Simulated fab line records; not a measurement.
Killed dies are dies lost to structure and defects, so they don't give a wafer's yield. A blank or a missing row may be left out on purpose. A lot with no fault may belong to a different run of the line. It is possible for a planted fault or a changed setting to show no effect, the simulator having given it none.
One fault through the eyes of 2 desks	flow gf180mcu	each desk holds nothing but its own numbers, with what lay behind them at the end

== DESK OF THE TOOL OWNER: implanter-02 ==
The tool's own readings at GF_VT_IMPLANT_IMPLANT_41, given as means over the sampled wafers that have a number, one for each lot that went through this tool. If a lot's mean is further than 4 standard deviations from the usual mean, the lot is out of limits and carries the mark OUT (the distance appears in the brackets).
Columns: A = beam_energy_keV at GF_VT_IMPLANT_IMPLANT_41, usual 69.995
lot	first seen here	A
L367	day 7 22:53	69.994
L372	day 9 01:44	70.033
L374	day 9 16:38	70.010
L376	day 10 08:17	70.021
L378	day 10 18:38	69.987
L380	day 11 11:23	69.957
Finding of this desk: none of the 6 lots has anything out of limits.

== THE METROLOGY DESK ==
Means of the sampled wafers that have a number, per lot and without regard to the tool the lot ran on: this is what the gauges read. If a lot's mean is further than 4 standard deviations from the usual mean, the lot is out of limits and carries the mark OUT (the distance appears in the brackets).
Columns: A = VT_IMPLANT_4_TW at GF_VT_IMPLANT_TW_MEAS_43, usual 694; B = POLY_GATE_CVD_00_THK at GF_POLY_GATE_THK_MEAS_01, usual 200.4 nm; C = SAB_CVD_00_THK at GF_SAB_THK_MEAS_01, usual 50.0 nm
lot	first seen here	A	B	C
L367	day 7 23:06	691	196.0	50.6
L368	day 8 01:11	688	200.4	49.3
L369	day 8 08:17	688	201.8	49.7
L371	day 8 21:29	695	203.3	49.0
L372	day 9 01:57	701	201.9	50.4
L374	day 9 16:53	699	202.3	49.4
L375	day 9 21:38	702	199.0	49.9
L376	day 10 08:32	698	200.0	49.6
L378	day 10 18:53	699	202.4	50.1
L380	day 11 11:38	674 (-4.2) OUT	198.9	50.4
L385	day 13 03:36	702	201.4	50.5
L388	day 13 22:18	694	198.6	50.6
L389	day 14 06:45	689	199.0	50.0
This desk's result: L380 out of limits, first on L380 (VT_IMPLANT_4_TW at GF_VT_IMPLANT_TW_MEAS_43), day 11 11:38. L367, L368, L369, L371, L372, L374, L375, L376, L378, L385, L388, L389 stayed within limits.

== PUT TOGETHER ==
L380 would have let the metrology desk raise an alarm at day 11 11:38.
Nothing out of limits was seen by the tool owner's desk.
The tool owner's desk has L380 on record, within its limits.
GF_VT_IMPLANT_IMPLANT_41 was run on implanter-02 by each of the lots named.

== WHAT THE SIMULATOR HAD PUT IN ==
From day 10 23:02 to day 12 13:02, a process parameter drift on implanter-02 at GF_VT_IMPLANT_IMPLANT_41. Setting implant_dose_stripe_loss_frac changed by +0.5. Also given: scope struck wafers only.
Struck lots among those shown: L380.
Per desk, hours elapsed from the start of the fault to the first reading out of limits: for the metrology desk, 13.
